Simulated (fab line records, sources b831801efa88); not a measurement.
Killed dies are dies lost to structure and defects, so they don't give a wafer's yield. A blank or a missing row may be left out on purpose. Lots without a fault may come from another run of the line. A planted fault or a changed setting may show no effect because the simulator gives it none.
Chamber matching | flow gf180mcu | GF_V1_CVD_02 on pecvd-02: 3 sister chambers
The step deposits SiO2 from TEOS, target thk 850 nm, time 94.851 s. 14 wafers are shown with their chamber, then 6 later ones without.

WAFERS WITH THEIR CHAMBER
wafer  | chamber | heater_power_w (W)
L204.1 | 0       | 683
L204.2 | 1       | 626
L204.4 | 1       | 689
L205.1 | 2       | 591
L205.3 | 0       | 715
L205.6 | 2       | 632
L210.2 | 1       | 628
L210.3 | 0       | 691
L210.5 | 0       | 538
L214.5 | 1       | 694
L214.6 | 2       | 708
L222.1 | 2       | 657
L222.2 | 0       | 688
L222.5 | 0       | 543

SIGNATURES (means of the wafers above)
reading        | chamber 0 | chamber 1 | chamber 2 | scatter within a chamber
heater_power_w | 643.00    | 659.25    | 647.00    | 62.9
Rule: a wafer's distance from a chamber is the root of the sum, over the readings, of the square of ((its reading less the chamber's mean) divided by the reading's scatter). The wafer belongs to the nearest chamber; if the next one is less than 2 further off, it can't be placed. The scatter: the root of (the sum of the squares of (reading less its chamber's mean) over the shown wafers, divided by (wafers less chambers)).

WAFERS WITHOUT THEIR CHAMBER
wafer  | heater_power_w (W)
L223.1 | 629
L223.4 | 656
L223.5 | 705
L225.1 | 693
L225.4 | 553
L225.5 | 670

WHICH CHAMBER EACH WENT THROUGH
wafer  | from the rows above          | in truth
L223.1 | can't be placed: 0 or 2 or 1 | 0
L223.4 | can't be placed: 1 or 2 or 0 | 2
L223.5 | can't be placed: 1 or 2 or 0 | 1
L225.1 | can't be placed: 1 or 2 or 0 | 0
L225.4 | can't be placed: 0 or 2 or 1 | 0
L225.5 | can't be placed: 1 or 2 or 0 | 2
Placed correctly: 0 of 6. Can't be placed from these rows: 6 (the true chamber is among the candidates in 6). Placed wrongly: 0.
